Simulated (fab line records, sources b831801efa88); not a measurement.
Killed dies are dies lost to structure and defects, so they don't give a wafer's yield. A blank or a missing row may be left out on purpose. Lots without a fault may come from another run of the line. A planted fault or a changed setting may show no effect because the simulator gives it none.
Chamber matching | flow gf180mcu | GF_CONTACT_ETCH_16 on rie_diel-04: 4 sister chambers
The step etches BARC in N2/H2. 18 wafers are shown with their chamber, then 9 later ones without.

WAFERS WITH THEIR CHAMBER
wafer  | chamber | oes_product_au (a.u.) | throttle_valve_pct (%)
L504.1 | 0       | 0.846                 | 13.219
L504.4 | 1       | 0.856                 | 13.205
L504.6 | 2       | 0.851                 | 13.217
L506.1 | 1       | 0.858                 | 13.227
L506.3 | 2       | 0.861                 | 13.222
L506.5 | 1       | 0.855                 | 13.229
L507.2 | 0       | 0.853                 | 13.244
L507.3 | 3       | 0.858                 | 13.219
L507.5 | 0       | 0.853                 | 13.224
L509.1 | 3       | 0.852                 | 13.233
L509.2 | 0       | 0.867                 | 13.227
L509.3 | 1       | 0.855                 | 13.224
L511.2 | 3       | 0.857                 | 13.210
L511.5 | 3       | 0.851                 | 13.238
L511.6 | 0       | 0.859                 | 13.223
L521.2 | 2       | 0.858                 | 13.235
L521.5 | 0       | 0.853                 | 13.227
L521.6 | 1       | 0.857                 | 13.227

SIGNATURES (means of the wafers above)
reading            | chamber 0 | chamber 1 | chamber 2 | chamber 3 | scatter within a chamber
oes_product_au     | 0.85517   | 0.85620   | 0.85667   | 0.85450   | 0.00499
throttle_valve_pct | 13.22733  | 13.22240  | 13.22467  | 13.22500  | 0.0101
Rule: a wafer's distance from a chamber is the root of the sum, over the readings, of the square of ((its reading less the chamber's mean) divided by the reading's scatter). The wafer belongs to the nearest chamber; if the next one is less than 2 further off, it can't be placed. The scatter: the root of (the sum of the squares of (reading less its chamber's mean) over the shown wafers, divided by (wafers less chambers)).

WAFERS WITHOUT THEIR CHAMBER
wafer  | oes_product_au (a.u.) | throttle_valve_pct (%)
L524.1 | 0.856                 | 13.217
L524.2 | 0.861                 | 13.230
L524.6 | 0.869                 | 13.224
L525.3 | 0.850                 | 13.231
L525.4 | 0.851                 | 13.216
L525.5 | 0.856                 | 13.223
L526.2 | 0.855                 | 13.240
L526.4 | 0.872                 | 13.227
L526.6 | 0.857                 | 13.208

WHICH CHAMBER EACH WENT THROUGH
wafer  | from the rows above               | in truth
L524.1 | can't be placed: 1 or 2 or 3 or 0 | 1
L524.2 | can't be placed: 2 or 0 or 1 or 3 | 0
L524.6 | can't be placed: 2 or 1 or 0 or 3 | 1
L525.3 | can't be placed: 3 or 0 or 2 or 1 | 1
L525.4 | can't be placed: 3 or 1 or 0 or 2 | 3
L525.5 | can't be placed: 1 or 2 or 3 or 0 | 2
L526.2 | can't be placed: 0 or 3 or 2 or 1 | 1
L526.4 | can't be placed: 2 or 1 or 0 or 3 | 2
L526.6 | can't be placed: 1 or 2 or 3 or 0 | 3
Placed correctly: 0 of 9. Can't be placed from these rows: 9 (the true chamber is among the candidates in 9). Placed wrongly: 0.
